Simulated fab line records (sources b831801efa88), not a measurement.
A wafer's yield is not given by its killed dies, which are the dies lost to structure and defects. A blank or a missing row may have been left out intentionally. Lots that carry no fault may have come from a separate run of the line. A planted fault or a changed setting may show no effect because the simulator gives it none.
What tool caused it? + flow sky130 + Sampling: 24 lots, 72 wafers, 5 of 708 route steps

== WHAT THE GAUGES READ, wafer by wafer ==
SKY_CAP2M_THK_MEAS_04: measures by xrf.
| lot  | measured     | on           | CAP2M_TIN_THK (nm) |
|------|--------------|--------------|--------------------|
| L074 | day 39 10:51 | filmMetro-03 | 196.6 194.5 196.0  |
| L075 | day 39 11:51 | filmMetro-03 | 197.1 197.4 196.9  |
| L076 | day 40 01:52 | filmMetro-01 | 197.4 197.2 197.1  |
| L077 | day 41 16:04 | filmMetro-02 | 194.5 195.6 195.7  |
| L079 | day 41 23:58 | filmMetro-02 | 198.2 198.8 198.5  |
| L078 | day 42 02:43 | filmMetro-02 | 199.7 199.8 197.7  |
| L080 | day 42 07:22 | filmMetro-02 | 196.8 198.3 197.9  |
| L081 | day 42 12:52 | filmMetro-03 | 199.0 196.9 196.0  |
| L082 | day 42 16:43 | filmMetro-01 | 197.4 196.4 196.6  |
| L084 | day 42 20:40 | filmMetro-02 | 195.0 195.1 196.0  |
| L083 | day 42 22:05 | filmMetro-02 | 196.2 194.6 195.8  |
| L086 | day 43 09:01 | filmMetro-02 | 197.2 199.9 199.5  |
| L085 | day 43 12:13 | filmMetro-03 | 197.3 197.6 198.2  |
| L087 | day 43 14:26 | filmMetro-02 | 200.5 200.9 199.3  |
| L088 | day 43 22:08 | filmMetro-02 | 197.4 197.4 196.6  |
| L089 | day 44 01:49 | filmMetro-03 | 196.1 196.1 195.5  |
| L090 | day 44 09:28 | filmMetro-03 | 196.1 197.7 197.4  |
| L091 | day 44 10:57 | filmMetro-03 | 197.6 196.5 197.5  |
| L092 | day 44 18:43 | filmMetro-02 | 198.1 198.5 197.0  |
| L093 | day 44 23:00 | filmMetro-02 | 195.8 197.5 196.5  |
| L094 | day 45 11:16 | filmMetro-03 | 194.6 196.0 194.5  |
| L095 | day 45 16:25 | filmMetro-03 | 197.8 198.8 197.8  |
| L096 | day 45 16:46 | filmMetro-03 | 194.6 196.2 194.2  |
| L097 | day 45 23:25 | filmMetro-03 | 194.1 195.7 197.1  |

SKY_VIA4_BOW_MEAS_03.
| lot  | measured     | on           | VIA4_BOW (um) |
|------|--------------|--------------|---------------|
| L074 | day 41 12:30 | filmMetro-01 | 84 79 72      |
| L075 | day 41 15:01 | filmMetro-03 | 70 68 70      |
| L076 | day 42 03:41 | filmMetro-04 | 87 93 80      |
| L077 | day 43 15:53 | filmMetro-03 | 76 73 83      |
| L079 | day 44 00:11 | filmMetro-04 | 67 76 80      |
| L078 | day 44 02:19 | filmMetro-03 | 67 69 68      |
| L080 | day 44 06:48 | filmMetro-03 | 81 86 79      |
| L081 | day 44 11:53 | filmMetro-01 | 59 66 63      |
| L082 | day 44 15:58 | filmMetro-04 | 91 75 79      |
| L084 | day 44 19:12 | filmMetro-04 | 81 74 67      |
| L083 | day 44 20:44 | filmMetro-01 | 72 76 75      |
| L086 | day 45 07:09 | filmMetro-03 | 67 47 63      |
| L085 | day 45 10:38 | filmMetro-03 | 73 80 72      |
| L087 | day 45 12:01 | filmMetro-01 | 67 69 63      |
| L088 | day 45 19:59 | filmMetro-01 | 73 84 89      |
| L089 | day 45 23:05 | filmMetro-04 | 78 81 81      |
| L090 | day 46 06:20 | filmMetro-03 | 66 81 65      |
| L091 | day 46 07:32 | filmMetro-03 | 72 76 74      |
| L092 | day 46 13:23 | filmMetro-03 | 83 100 84     |
| L093 | day 46 18:34 | filmMetro-01 | 77 79 85      |
| L094 | day 47 06:16 | filmMetro-01 | 70 76 75      |
| L095 | day 47 11:49 | filmMetro-01 | 81 76 82      |
| L096 | day 47 12:07 | filmMetro-03 | 84 80 93      |
| L097 | day 47 19:17 | filmMetro-03 | 87 80 77      |

SKY_METAL5_THK_MEAS_06: measures by xrf.
| lot  | measured     | on           | METAL5_ALCU_THK (nm) |
|------|--------------|--------------|----------------------|
| L074 | day 42 13:49 | filmMetro-02 | 1183 1190 1172       |
| L075 | day 42 15:59 | filmMetro-02 | 1168 1168 1165       |
| L076 | day 43 03:55 | filmMetro-02 | 1147 1148 1146       |
| L077 | day 44 15:22 | filmMetro-04 | 1153 1151 1145       |
| L079 | day 44 23:38 | filmMetro-03 | 1163 1170 1157       |
| L078 | day 45 01:53 | filmMetro-04 | 1187 1187 1174       |
| L080 | day 45 05:51 | filmMetro-04 | 1179 1188 1186       |
| L081 | day 45 11:13 | filmMetro-04 | 1180 1188 1185       |
| L082 | day 45 14:37 | filmMetro-02 | 1172 1157 1172       |
| L084 | day 45 18:26 | filmMetro-02 | 1171 1169 1168       |
| L083 | day 45 19:44 | filmMetro-02 | 1170 1169 1186       |
| L086 | day 46 06:01 | filmMetro-02 | 1167 1171 1162       |
| L085 | day 46 08:53 | filmMetro-03 | 1187 1180 1190       |
| L087 | day 46 09:55 | filmMetro-02 | 1149 1159 1161       |
| L088 | day 46 17:21 | filmMetro-04 | 1171 1171 1171       |
| L089 | day 46 20:41 | filmMetro-03 | 1179 1172 1174       |
| L090 | day 47 04:13 | filmMetro-03 | 1175 1161 1172       |
| L091 | day 47 06:23 | filmMetro-02 | 1173 1180 1179       |
| L092 | day 47 12:05 | filmMetro-02 | 1161 1165 1165       |
| L093 | day 47 16:58 | filmMetro-04 | 1185 1171 1181       |
| L094 | day 48 04:52 | filmMetro-02 | 1153 1154 1153       |
| L095 | day 48 09:12 | filmMetro-03 | 1190 1192 1186       |
| L096 | day 48 09:18 | filmMetro-02 | 1155 1165 1162       |
| L097 | day 48 14:36 | filmMetro-03 | 1191 1169 1174       |

== WHICH TOOL RAN EACH LOT (tool, then ch and the chambers of the sampled wafers, then the start) ==
| lot  | SKY_METAL3_METAL_ETCH_18         | SKY_METAL4_SPUTTER_00       |
|------|----------------------------------|-----------------------------|
| L074 | rieMetal-04 ch 0,1, day 38 06:04 | pvdSputter-04, day 39 10:23 |
| L075 | rieMetal-03 ch 0,1, day 38 08:08 | pvdSputter-01, day 39 11:22 |
| L076 | rieMetal-03 ch 0,1, day 38 21:46 | pvdSputter-01, day 40 01:23 |
| L077 | rieMetal-04 ch 0,1, day 40 12:28 | pvdSputter-04, day 41 15:35 |
| L079 | rieMetal-03 ch 0,1, day 40 20:23 | pvdSputter-04, day 41 23:29 |
| L078 | rieMetal-03 ch 0,1, day 40 23:06 | pvdSputter-02, day 42 02:13 |
| L080 | rieMetal-01 ch 0,1, day 41 03:55 | pvdSputter-01, day 42 06:55 |
| L081 | rieMetal-01 ch 0,1, day 41 09:47 | pvdSputter-02, day 42 12:24 |
| L082 | rieMetal-04 ch 0,1, day 41 13:56 | pvdSputter-02, day 42 16:13 |
| L084 | rieMetal-03 ch 0,1, day 41 18:20 | pvdSputter-04, day 42 20:11 |
| L083 | rieMetal-03 ch 0,1, day 41 19:17 | pvdSputter-01, day 42 21:35 |
| L086 | rieMetal-03 ch 0,1, day 42 06:50 | pvdSputter-01, day 43 08:32 |
| L085 | rieMetal-03 ch 0,1, day 42 09:40 | pvdSputter-01, day 43 11:44 |
| L087 | rieMetal-01 ch 0,1, day 42 12:41 | pvdSputter-01, day 43 13:58 |
| L088 | rieMetal-01 ch 0,1, day 42 20:41 | pvdSputter-04, day 43 21:40 |
| L089 | rieMetal-01 ch 0,1, day 42 23:53 | pvdSputter-01, day 44 01:22 |
| L090 | rieMetal-01 ch 0,1, day 43 07:55 | pvdSputter-02, day 44 09:01 |
| L091 | rieMetal-01 ch 0,1, day 43 09:05 | pvdSputter-02, day 44 10:29 |
| L092 | rieMetal-01 ch 0,1, day 43 16:34 | pvdSputter-01, day 44 18:15 |
| L093 | rieMetal-04 ch 0,1, day 43 21:28 | pvdSputter-01, day 44 22:32 |
| L094 | rieMetal-04 ch 0,1, day 44 09:56 | pvdSputter-04, day 45 10:48 |
| L095 | rieMetal-01 ch 0, day 44 15:32   | pvdSputter-01, day 45 15:57 |
| L096 | rieMetal-01 ch 0,1, day 44 17:20 | pvdSputter-02, day 45 16:19 |
| L097 | rieMetal-04 ch 0,1, day 44 23:22 | pvdSputter-02, day 45 22:57 |
- SKY_METAL3_METAL_ETCH_18: etches the open film in Cl2/BCl3, stops on SiO2, target depth 845 nm, time 183.1 s.
- SKY_METAL4_SPUTTER_00: material Ti, target thk 15 nm, time 10 s.

== WHAT THE TOOLS THEMSELVES READ (means of the sampled wafers that have a number; where no wafer has one, the mark that the record gives instead) ==
SKY_METAL3_METAL_ETCH_18.
| lot  | tool        | drypumpMotorCurrentA (A) | oesProductAu (a.u.) | throttleValvePct (%) |
|------|-------------|--------------------------|---------------------|----------------------|
| L074 | rieMetal-04 | 5.5                      | 0.871               | 22.262               |
| L075 | rieMetal-03 | 4.9                      | 0.862               | 22.262               |
| L076 | rieMetal-03 | 5.2                      | 0.868               | 22.269               |
| L077 | rieMetal-04 | 5.5                      | 0.863               | 22.271               |
| L079 | rieMetal-03 | 5.2                      | 0.864               | 22.270               |
| L078 | rieMetal-03 | 4.9                      | 0.870               | 22.258               |
| L080 | rieMetal-01 | 5.1                      | 0.865               | 22.275               |
| L081 | rieMetal-01 | 5.1                      | 0.862               | 22.264               |
| L082 | rieMetal-04 | 5.5                      | 0.865               | 22.253               |
| L084 | rieMetal-03 | 5.0                      | 0.870               | 22.268               |
| L083 | rieMetal-03 | 4.9                      | 0.869               | 22.266               |
| L086 | rieMetal-03 | 4.9                      | 0.868               | 22.261               |
| L085 | rieMetal-03 | 4.9                      | 0.871               | 22.263               |
| L087 | rieMetal-01 | 5.1                      | 0.869               | 22.268               |
| L088 | rieMetal-01 | 5.1                      | 0.859               | 22.266               |
| L089 | rieMetal-01 | 4.9                      | 0.869               | 22.261               |
| L090 | rieMetal-01 | 4.9                      | 0.875               | 22.267               |
| L091 | rieMetal-01 | 5.1                      | 0.863               | 22.265               |
| L092 | rieMetal-01 | 4.9                      | 0.864               | 22.266               |
| L093 | rieMetal-04 | 5.5                      | 0.859               | 22.269               |
| L094 | rieMetal-04 | 5.5                      | 0.865               | 22.272               |
| L095 | rieMetal-01 | 5.3                      | 0.863               | 22.274               |
| L096 | rieMetal-01 | 5.1                      | 0.862               | 22.266               |
| L097 | rieMetal-04 | 5.5                      | 0.867               | 22.268               |

SKY_METAL4_SPUTTER_00.
| lot  | tool          | throttleValvePct (%) |
|------|---------------|----------------------|
| L074 | pvdSputter-04 | 28.3                 |
| L075 | pvdSputter-01 | 29.4                 |
| L076 | pvdSputter-01 | 30.0                 |
| L077 | pvdSputter-04 | 29.4                 |
| L079 | pvdSputter-04 | 28.5                 |
| L078 | pvdSputter-02 | 30.6                 |
| L080 | pvdSputter-01 | 29.8                 |
| L081 | pvdSputter-02 | 29.8                 |
| L082 | pvdSputter-02 | 30.4                 |
| L084 | pvdSputter-04 | 28.8                 |
| L083 | pvdSputter-01 | 29.3                 |
| L086 | pvdSputter-01 | 30.5                 |
| L085 | pvdSputter-01 | 29.6                 |
| L087 | pvdSputter-01 | 29.2                 |
| L088 | pvdSputter-04 | 29.4                 |
| L089 | pvdSputter-01 | 29.1                 |
| L090 | pvdSputter-02 | 30.8                 |
| L091 | pvdSputter-02 | 31.3                 |
| L092 | pvdSputter-01 | 29.2                 |
| L093 | pvdSputter-01 | 29.7                 |
| L094 | pvdSputter-04 | 28.5                 |
| L095 | pvdSputter-01 | 29.6                 |
| L096 | pvdSputter-02 | 30.6                 |
| L097 | pvdSputter-02 | 29.8                 |

== THE ANSWER, worked out from the rows above alone ==
Rule: the usual values come from the lots themselves. Put in order of their means at a reading, lots are off if they are a third of the lots or fewer, leave a main group of 4 or more, and stand apart from it by a gap of 3 or more times the standard deviation of the main group's means; of several such gaps the widest counts. A main group whose means are all the same, to the digits that the tables above print for the reading, isn't used. Also off: a lot with no number at a reading for which 4 or more lots have one. The other lots that the step has rows for count as sound. Order of review: gauges by route order, followed by the tools' own readings, for which a lot's mean as printed above is used. At the first step where some lot is off, the reading lying furthest off is the one used; lots without a number count as furthest.
No lot is off on any of the readings shown, so nothing can be concluded from this.

== WHAT HAD BEEN PUT IN BY THE SIMULATOR ==
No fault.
